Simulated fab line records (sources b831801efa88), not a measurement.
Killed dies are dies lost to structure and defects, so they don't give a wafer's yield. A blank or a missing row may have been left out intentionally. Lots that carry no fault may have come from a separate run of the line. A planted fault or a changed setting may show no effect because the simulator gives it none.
Comparing a struck lot with a sound one :: flow sky130 :: 16 steps out of a route of 708
Sound: the wafers L804.1, L804.3, L804.4. Struck: wafers L809.4, L809.5, L809.6. At the end, the cause is stated.
Each step with rows lists, per side, the tool, then ch with its chambers, then its first start. Under that, the readings that differ: sound wafers :: struck wafers :: difference of the means :: sigmas: that difference in standard deviations of wafers without a fault.
alike: a reading whose means differ by less than 2 such deviations, as well as words and numbers matching on both sides. not compared: withheld readings; readings where some wafer has no value; bounds like >300 that might hide an equal value; numbers whose values overlap and for which the record gives no deviation.
The two part at a step that has a row with sigmas, a row that says differs or no value, or rows on one side only. When numbers do not overlap yet have no deviation, they are printed without sigmas and do not part them. A reading missing from all wafers of one side parts the sides only when that side holds two or more wafers.

first, 5 steps without rows for these wafers: SKY_POLY_GATE_COAT_08 (resist thk 450 nm); SKY_POLY_GATE_SOFTBAKE_09 (time 90 s); SKY_POLY_GATE_EXPOSE_10 (exposes mask P1M, target cd 150 nm); SKY_POLY_GATE_PEB_11; SKY_POLY_GATE_DEVELOP_12 (develop time 60 s).
SKY_POLY_GATE_CD_MEAS_13: target cd 150 nm.
  sound: cdSem-02 at day 18 15:50; struck: cdSem-01 at day 21 02:59
  alike: cdNm
SKY_POLY_GATE_OVL_MEAS_14:
  sound: overlay-02 at day 18 15:57; struck: overlay-01 at day 21 03:04
  alike: POLY_GATE_OVL
SKY_POLY_GATE_ETCH_15: etches BARC in N2/H2, stops on SiO2, time 118.5 s, target depth 110 nm.
  sound on rieDiel-01 ch 0,1,3, day 18 15:59; struck on rieDiel-01 ch 1,2, day 21 03:05
  alike: biasW, drypumpMotorCurrentA, oesProductAu, throttleValvePct
  not compared: rfHoursCounterH
SKY_POLY_GATE_ETCH_16: etches Si3N4 in CH3F/O2, stops on poly-Si, time 147.5 s, target depth 75 nm.
  sound on rieDiel-01 ch 0,1,3, day 18 16:04; struck on rieDiel-01 ch 1,2, day 21 03:10
  alike: biasW, ch3fFlowSccm, drypumpMotorCurrentA, oesProductAu, throttleValvePct
  not compared: rfHoursCounterH
SKY_POLY_GATE_ETCH_17: etches poly-Si in HBr/Cl2, stops on SiO2, target depth 180 nm, time 70.5 s.
  sound on rieSi-02 ch 0,2,3, day 18 16:10; struck on rieSi-02 ch 1,2,3, day 21 03:17
reading: rfHoursCounterH (h)
sound: 64 5 1
struck: - - -
difference: no value on the struck wafers
sigmas: 
  alike: biasW, drypumpMotorCurrentA, oesProductAu, throttleValvePct
SKY_POLY_GATE_STRIP_18: strips in O2/N2.
  sound on plasmaAsher-02 ch 0,1, day 18 16:13; struck on plasmaAsher-03 ch 0,1, day 21 03:21
  alike: drypumpMotorCurrentA, oesProductAu, stripTimeToEndpointS
  not compared: rfHoursCounterH
then, 1 step without rows for these wafers: SKY_POLY_GATE_CLEAN_19 (cleans in SC1/SC2, time 150 s).
SKY_POLY_GATE_OXIDATION_20: stabilise 600 s, purge 300 s, target thk 4 nm.
  sound on furnace-02 ch 0, day 18 17:08; struck on furnace-02 ch 0, day 21 04:54
  alike: oxTempC, tubeCenterTempC
SKY_POLY_GATE_THK_MEAS_21:
  sound: filmMetro-01 at day 18 18:23; struck: filmMetro-04 at day 21 06:11
reading: POLY_GATE_OXIDATION_THK (nm)
sound: 4.03 4.02 3.99
struck: 6.66 6.59 6.62
difference: +2.61
sigmas: +32
SKY_POLY_GATE_CD_MEAS_22:
  sound: cdSem-02 at day 18 18:27; struck: cdSem-01 at day 21 06:33
  alike: cdNm
-- a jump in the record: the struck wafers' starts before and after are 28 days apart (it breaks off in module POLY_GATE and resumes in module PAD_OPEN, where the first step shown is number 708 of the route) --
SKY_PAD_OPEN_PROBE_99:
  sound: prober-02 at day 47 14:52; struck: prober-02 at day 49 07:55
reading: model.etest.tipSonos.rsOhmSq
sound: 2605 2623 2641
struck: 3135 3095 3109
difference: +490
sigmas: 

reading: model.etest.tipP.rsOhmSq
sound: 6952 7004 7061
struck: 7246 7235 7262
difference: +242
sigmas: 

reading: model.etest.pfet_01v8.rOnOhmUm
sound: 2889 2837 2820
struck: 2905 2908 2913
difference: +60
sigmas: 

reading: model.etest.resPdiff.lineOhmUm
sound: 1365 1413 1330
struck: 1441 1455 1414
difference: +67
sigmas: 

reading: model.etest.tipN.rsOhmSq
sound: 443.3 441.6 443.9
struck: 493.3 494.3 493.5
difference: +50.8
sigmas: 

reading: model.etest.nfet_01v8.rOnOhmUm
sound: 833 800.6 823.1
struck: 845 851.2 834.3
difference: +25
sigmas: 

reading: model.etest.resNdiff.lineOhmUm
sound: 763.3 758.2 740.1
struck: 792.9 794.4 767.8
difference: +31.2
sigmas: 
  alike: killed_at_M0_to_M3, killed_at_M4_up, killedAtContacts, killedAtFrontEnd, killedAtOther, killedDies, killedOpen, killedShort
  not compared: model.etest.sonosUncharged.rOnOhmUm

## WHERE THEY PART
At SKY_POLY_GATE_ETCH_17 first; at SKY_POLY_GATE_THK_MEAS_21 last (within this record only). Later steps at which nothing parts them and some readings are alike: SKY_POLY_GATE_CD_MEAS_22, SKY_PAD_OPEN_PROBE_99.

WHY: what the simulator had put in
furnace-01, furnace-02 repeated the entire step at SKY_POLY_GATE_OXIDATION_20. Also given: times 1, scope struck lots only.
